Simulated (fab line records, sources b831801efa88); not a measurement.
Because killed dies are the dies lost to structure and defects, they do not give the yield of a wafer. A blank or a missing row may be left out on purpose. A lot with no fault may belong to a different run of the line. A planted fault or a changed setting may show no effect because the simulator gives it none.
fab line records -- flow sky130 -- part 2 of 2: steps 29 to 38 of 38
record lots=5, wafers=15, lastDay=50
route steps=708 shown METAL1@454 VIA1@458 METAL2@483
lots that met no fault: from a run of the same line without faults
startH: start of the lot's first displayed wafer, in hours after the record's first day -- waitH: time in hours since the lot's previous step -- " as in the row above -- L1.1+2: a row that stands for several wafers -- - either no value or no given start -- * or withheld: withheld -- < > ~ a bound
route shown NAME@n: names a module that has steps shown in the file, with the first one's number in the route -- usual: mean/standard deviation taken from wafers without a fault -- same: alike in all rows -- chamber/n: place in a boat -- sites: per-site readings -- _std_site: standard deviation across them -- _edge_site: inner sites' mean taken away from outer sites' mean -- radiusMm: for every site, how far away it sits from the centre of the wafer -- mask NAME#n: copy n -- behind: the last tool/chamber to shape the wafer -- hold: why the lot went on hold/how many hours it stayed there/how the hold came to an end -- device: the n, p or np transistor that did not switch -- end of line: the same wafers' tests at the end of the route -- step lacking rows: just its recipe -- killed: not the wafer's yield, but the dies lost to structure and defects at the first sort -- map: per-die view of a wafer (x killed, . not killed, _ where there is no die)
set.NAME: the setting as run; set.NAME@STEP: as run at that earlier step -- model.NAME: the simulator's own value behind a step, which no gauge read
certain route steps with their lots: each step a table, each wafer a row
services: the hour from which a tool's chamber was out of use, counted from the record's first day as startH (under 0 if before that day), plus the number of hours and why
## steps
# step SKY_VIA1_CMP_24
# recipe stopOn=SiO2, tOverpolishS=15, downForcePsi=3.5, platenRpm=60, targetThkNm=0, padVelocityMS=0.94248
# usual motorCurrentA=11.3/1.2, overpolishRunS=15.000/0.0089, timeToEndpointS=67.3/2.7
# same tOverpolishS=15
lot.wafer,tool,chamber,startH,waitH,motorCurrentA,overpolishRunS,timeToEndpointS
L074.4,cmp-01,1,795.20,0.1,12.5,15.001,70.1
L074.1,cmp-01,2,795.20,0.1,10.7,14.994,69.7
L074.5,cmp-01,0,795.20,0.1,10.5,15.004,68.2
L078.1,cmp-02,1,847.25,0.1,11.6,15.009,69.0
L078.2,cmp-02,0,847.25,0.1,9.9,14.995,70.5
L078.6,cmp-02,1,847.25,0.1,11.6,15.007,70.3
L087.1,cmp-02,3,890.27,0.1,9.1,14.995,70.4
L087.4,cmp-02,0,890.27,0.1,10.7,15.002,67.2
L087.5,cmp-02,3,890.27,0.1,8.8,15.004,69.7
L093.3,cmp-02,3,937.00,0.0,9.6,15.002,68.5
L093.5,cmp-02,3,937.00,0.0,9.6,15.005,67.8
L093.6,cmp-02,0,937.00,0.0,10.5,14.996,67.4
L095.1,cmp-01,0,948.24,0.1,10.4,15.004,64.0
L095.2,cmp-01,2,948.24,0.1,10.3,14.997,64.2
L095.6,cmp-01,1,948.24,0.1,13.1,15.012,70.0
# step SKY_METAL2_SPUTTER_00
# recipe material=Ti, targetThkNm=15, powerW=3000, timeS=10, chamberPressurePa=0.4
# usual throttleValvePct=30.1/0.84
lot.wafer,tool,chamber,startH,waitH,throttleValvePct
L074.1,pvdSputter-01,-,795.40,0.1,30.7
L074.4,pvdSputter-01,-,795.40,0.1,32.2
L074.5,pvdSputter-01,-,795.40,0.1,29.5
L078.1,pvdSputter-01,-,847.55,0.2,30.7
L078.2,pvdSputter-01,-,847.55,0.2,29.6
L078.6,pvdSputter-01,-,847.55,0.2,32.1
L087.1,pvdSputter-03,-,890.57,0.2,30.6
L087.4,pvdSputter-03,-,890.57,0.2,29.7
L087.5,pvdSputter-03,-,890.57,0.2,28.6
L093.3,pvdSputter-02,-,937.30,0.2,30.8
L093.5,pvdSputter-02,-,937.30,0.2,29.5
L093.6,pvdSputter-02,-,937.30,0.2,30.4
L095.1,pvdSputter-03,-,948.54,0.2,29.2
L095.2,pvdSputter-03,-,948.54,0.2,28.9
L095.6,pvdSputter-03,-,948.54,0.2,30.7
# step SKY_METAL2_SPUTTER_01
# recipe material=TiN, targetThkNm=20, powerW=6500, timeS=16.7, chamberPressurePa=0.4
# usual throttleValvePct=30.1/0.85
lot.wafer,tool,chamber,startH,waitH,throttleValvePct
L074.1,pvdSputter-01,-,795.43,0.0,30.9
L074.4,pvdSputter-01,-,795.43,0.0,32.0
L074.5,pvdSputter-01,-,795.43,0.0,29.6
L078.1,pvdSputter-01,-,847.57,0.0,30.7
L078.2,pvdSputter-01,-,847.57,0.0,29.4
L078.6,pvdSputter-01,-,847.57,0.0,32.1
L087.1,pvdSputter-03,-,890.59,0.0,30.7
L087.4,pvdSputter-03,-,890.59,0.0,29.5
L087.5,pvdSputter-03,-,890.59,0.0,28.8
L093.3,pvdSputter-02,-,937.32,0.0,30.9
L093.5,pvdSputter-02,-,937.32,0.0,29.6
L093.6,pvdSputter-02,-,937.32,0.0,30.6
L095.1,pvdSputter-03,-,948.56,0.0,29.6
L095.2,pvdSputter-03,-,948.56,0.0,28.7
L095.6,pvdSputter-03,-,948.56,0.0,30.6
# step SKY_METAL2_SPUTTER_02
# recipe material=AlCu, targetThkNm=250, powerW=10600, timeS=13.79, chamberPressurePa=0.4
# usual throttleValvePct=30.1/0.86
lot.wafer,tool,chamber,startH,waitH,throttleValvePct
L074.1,pvdSputter-01,-,795.45,0.0,30.5
L074.4,pvdSputter-01,-,795.45,0.0,32.2
L074.5,pvdSputter-01,-,795.45,0.0,29.4
L078.1,pvdSputter-01,-,847.60,0.0,30.6
L078.2,pvdSputter-01,-,847.60,0.0,29.5
L078.6,pvdSputter-01,-,847.60,0.0,32.1
L087.1,pvdSputter-03,-,890.62,0.0,30.3
L087.4,pvdSputter-03,-,890.62,0.0,29.9
L087.5,pvdSputter-03,-,890.62,0.0,28.6
L093.3,pvdSputter-02,-,937.35,0.0,30.9
L093.5,pvdSputter-02,-,937.35,0.0,29.8
L093.6,pvdSputter-02,-,937.35,0.0,30.6
L095.1,pvdSputter-03,-,948.58,0.0,29.3
L095.2,pvdSputter-03,-,948.58,0.0,28.7
L095.6,pvdSputter-03,-,948.58,0.0,30.8
# step SKY_METAL2_SPUTTER_03
# recipe material=Ti, targetThkNm=5, powerW=3000, timeS=3.3, chamberPressurePa=0.4
# usual throttleValvePct=30.1/0.83
lot.wafer,tool,chamber,startH,waitH,throttleValvePct
L074.1,pvdSputter-01,-,795.48,0.0,30.6
L074.4,pvdSputter-01,-,795.48,0.0,32.3
L074.5,pvdSputter-01,-,795.48,0.0,29.7
L078.1,pvdSputter-01,-,847.62,0.0,30.9
L078.2,pvdSputter-01,-,847.62,0.0,29.6
L078.6,pvdSputter-01,-,847.62,0.0,32.2
L087.1,pvdSputter-03,-,890.64,0.0,30.5
L087.4,pvdSputter-03,-,890.64,0.0,29.8
L087.5,pvdSputter-03,-,890.64,0.0,29.0
L093.3,pvdSputter-02,-,937.37,0.0,31.0
L093.5,pvdSputter-02,-,937.37,0.0,29.6
L093.6,pvdSputter-02,-,937.37,0.0,30.6
L095.1,pvdSputter-03,-,948.61,0.0,29.1
L095.2,pvdSputter-03,-,948.61,0.0,28.9
L095.6,pvdSputter-03,-,948.61,0.0,30.8
# step SKY_METAL2_SPUTTER_04
# recipe material=TiN, targetThkNm=70, powerW=6500, timeS=58.3, chamberPressurePa=0.4
# usual throttleValvePct=30.1/0.84
lot.wafer,tool,chamber,startH,waitH,throttleValvePct
L074.1,pvdSputter-01,-,795.50,0.0,30.5
L074.4,pvdSputter-01,-,795.50,0.0,32.3
L074.5,pvdSputter-01,-,795.50,0.0,29.8
L078.1,pvdSputter-01,-,847.64,0.0,31.0
L078.2,pvdSputter-01,-,847.64,0.0,29.8
L078.6,pvdSputter-01,-,847.64,0.0,32.2
L087.1,pvdSputter-03,-,890.66,0.0,30.3
L087.4,pvdSputter-03,-,890.66,0.0,29.9
L087.5,pvdSputter-03,-,890.66,0.0,28.8
L093.3,pvdSputter-02,-,937.39,0.0,31.0
L093.5,pvdSputter-02,-,937.39,0.0,29.4
L093.6,pvdSputter-02,-,937.39,0.0,30.5
L095.1,pvdSputter-03,-,948.63,0.0,29.5
L095.2,pvdSputter-03,-,948.63,0.0,28.9
L095.6,pvdSputter-03,-,948.63,0.0,30.7
# step SKY_METAL2_RS_MEAS_05
# recipe thkMeasGauge=four-point-probe, reads=TiN_of_METAL2_SPUTTER_04+Ti_of_METAL2_SPUTTER_03+AlCu_of_METAL2_SPUTTER_02+TiN_of_METAL2_SPUTTER_01+Ti_of_METAL2_SPUTTER_00
# usual METAL2_ALCU_RS=0.1220/0.0012
lot.wafer,tool,chamber,startH,waitH,METAL2_ALCU_RS[ohm/sq]
L074.1,filmMetro-04,-,795.54,0.0,0.1215
L074.4,filmMetro-04,-,795.54,0.0,0.1223
L074.5,filmMetro-04,-,795.54,0.0,0.1193
L078.1,filmMetro-03,-,847.69,0.0,0.1222
L078.2,filmMetro-03,-,847.69,0.0,0.1209
L078.6,filmMetro-03,-,847.69,0.0,0.1230
L087.1,filmMetro-01,-,890.71,0.0,0.1222
L087.4,filmMetro-01,-,890.71,0.0,0.1230
L087.5,filmMetro-01,-,890.71,0.0,0.1227
L093.3,filmMetro-04,-,937.48,0.1,0.1215
L093.5,filmMetro-04,-,937.48,0.1,0.1211
L093.6,filmMetro-04,-,937.48,0.1,0.1213
L095.1,filmMetro-03,-,948.68,0.0,0.1227
L095.2,filmMetro-03,-,948.68,0.0,0.1234
L095.6,filmMetro-03,-,948.68,0.0,0.1219
# step SKY_METAL2_THK_MEAS_06
# recipe thkMeasGauge=xrf, reads=AlCu_of_METAL2_SPUTTER_02
# usual METAL2_ALCU_THK=261.2/2.5
lot.wafer,tool,chamber,startH,waitH,METAL2_ALCU_THK[nm]
L074.1,filmMetro-04,-,795.66,0.1,263.6
L074.4,filmMetro-04,-,795.66,0.1,262.2
L074.5,filmMetro-04,-,795.66,0.1,266.4
L078.1,filmMetro-03,-,847.81,0.1,261.1
L078.2,filmMetro-03,-,847.81,0.1,263.8
L078.6,filmMetro-03,-,847.81,0.1,260.8
L087.1,filmMetro-01,-,890.83,0.1,260.4
L087.4,filmMetro-01,-,890.83,0.1,258.9
L087.5,filmMetro-01,-,890.83,0.1,260.4
L093.3,filmMetro-04,-,937.58,0.1,261.7
L093.5,filmMetro-04,-,937.58,0.1,262.3
L093.6,filmMetro-04,-,937.58,0.1,262.4
L095.1,filmMetro-03,-,948.80,0.1,258.7
L095.2,filmMetro-03,-,948.80,0.1,257.9
L095.6,filmMetro-03,-,948.80,0.1,261.5
# step SKY_METAL2_DEHYDRATE_07
# recipe tempC=200, timeS=60
# usual plateTempC=199.99/0.18
lot.wafer,tool,chamber,startH,waitH,plateTempC
L074.1,lithoTrack-04,0,808.64,13.0,200.23
L074.4,lithoTrack-04,0,808.64,13.0,200.04
L074.5,lithoTrack-04,0,808.64,13.0,200.02
L078.1,lithoTrack-03,0,859.44,11.6,199.72
L078.2,lithoTrack-03,0,859.44,11.6,200.05
L078.6,lithoTrack-03,0,859.44,11.6,200.05
L087.1,lithoTrack-03,0,902.99,12.2,199.92
L087.4,lithoTrack-03,0,902.99,12.2,200.17
L087.5,lithoTrack-03,0,902.99,12.2,199.88
L093.3,lithoTrack-04,0,949.24,11.6,199.96
L093.5,lithoTrack-04,0,949.24,11.6,199.89
L093.6,lithoTrack-04,0,949.24,11.6,199.69
L095.1,lithoTrack-04,0,960.69,11.9,200.06
L095.2,lithoTrack-04,0,960.69,11.9,199.75
L095.6,lithoTrack-04,0,960.69,11.9,200.22
# step SKY_METAL2_HMDS_08
# recipe primeTimeS=60, primeTempC=120
lot.wafer,tool,chamber,startH,waitH
L074.1+4+5,lithoTrack-04,0,808.79,0.1
L078.1+2+6,lithoTrack-03,0,859.59,0.1
L087.1+4+5,lithoTrack-03,0,903.14,0.1
L093.3+5+6,lithoTrack-04,0,949.39,0.1
L095.1+2+6,lithoTrack-04,0,960.84,0.1
## services
tool,chamber,startH,hours,kind
cmp-02,-,744.00,4.0,pm
wetBench-04,-,746.98,1.9,repair
wetBench-03,-,748.49,1.9,pm
pvdSputter-03,-,753.47,11.7,repair
plasmaAsher-03,-,763.03,1.3,repair
rieDiel-04,2,767.37,5.5,repair
cmp-02,-,769.91,0.8,repair
cmp-02,-,780.19,1.7,repair
rieDiel-01,-,812.72,1.2,repair
rieDiel-04,3,820.54,7.2,repair
cmp-02,-,821.38,4.5,pm
cmp-02,-,850.99,2.2,repair
rieDiel-04,0,851.15,15.5,repair
hdpcvd-01,1,883.70,4.1,repair
rieDiel-01,1,898.92,19.5,repair
pvdSputter-03,-,907.00,6.3,repair
rieDiel-04,-,910.42,2.1,repair
pvdSputter-03,-,912.09,11.4,repair
rieDiel-01,-,912.76,14.6,pm
pvdSputter-03,-,928.44,5.1,repair
wetBench-02,-,932.28,1.1,repair
pvdSputter-01,-,934.40,0.5,repair
cmp-02,-,938.13,0.3,repair
cmp-02,-,943.38,0.5,repair
